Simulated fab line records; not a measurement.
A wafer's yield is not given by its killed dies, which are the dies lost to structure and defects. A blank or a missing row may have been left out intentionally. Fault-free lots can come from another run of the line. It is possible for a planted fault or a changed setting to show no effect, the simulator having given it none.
Matching of chambers    flow gf180mcu    GF_V5_ETCH_16 on rie diel-03: 4 sister chambers
The step etches BARC in N2/H2. 8 wafers are shown with their chamber, then 10 later ones without.

EACH WAFER AND ITS CHAMBER
wafer   chamber  drypump motor current A (A)  oes product au (a.u.)
L084.6  1        5.3                          0.854
L085.6  3        5.8                          0.863
L087.6  1        5.3                          0.852
L088.1  3        5.9                          0.855
L088.3  0        5.7                          0.855
L088.5  2        5.2                          0.860
L089.1  0        5.7                          0.854
L089.5  2        5.2                          0.859

WAFERS WITH NO CHAMBER GIVEN
wafer   drypump motor current A (A)  oes product au (a.u.)
L089.6  5.3                          0.855
L093.2  5.8                          0.854
L093.3  5.3                          0.856
L093.6  5.2                          0.861
L095.1  5.8                          0.847
L095.3  5.2                          0.855
L095.6  5.2                          0.846
L096.1  5.3                          0.852
L096.2  5.2                          0.846
L096.4  5.7                          0.849

WHICH CHAMBER EACH WENT THROUGH
wafer    from the rows above       in truth
L089.6   1                         1
L093.2   can't be placed: 3 or 0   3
L093.3   1                         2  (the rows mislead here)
L093.6   2                         2
L095.1   can't be placed: 0 or 3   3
L095.3   can't be placed: 2 or 1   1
L095.6   can't be placed: 1 or 2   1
L096.1   1                         1
L096.2   can't be placed: 1 or 2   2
L096.4   0                         0
4 of 10 placed correctly. Not placeable from these rows: 5 (in 5, the candidates include the true chamber). Number placed wrongly: 1.
How it was worked out, from the rows above alone: a wafer's distance from a chamber is the root of the sum, over the readings, of the square of ((its reading less the chamber's mean) divided by the reading's scatter). The wafer belongs to the nearest chamber; if the next one is less than 2 further off, it can't be placed. For every chamber, the mean is computed from those of its wafers that are shown. The scatter is the square root of a quotient: the sum, over the shown wafers, of each reading's squared deviation from its chamber's mean, divided by wafers minus chambers.
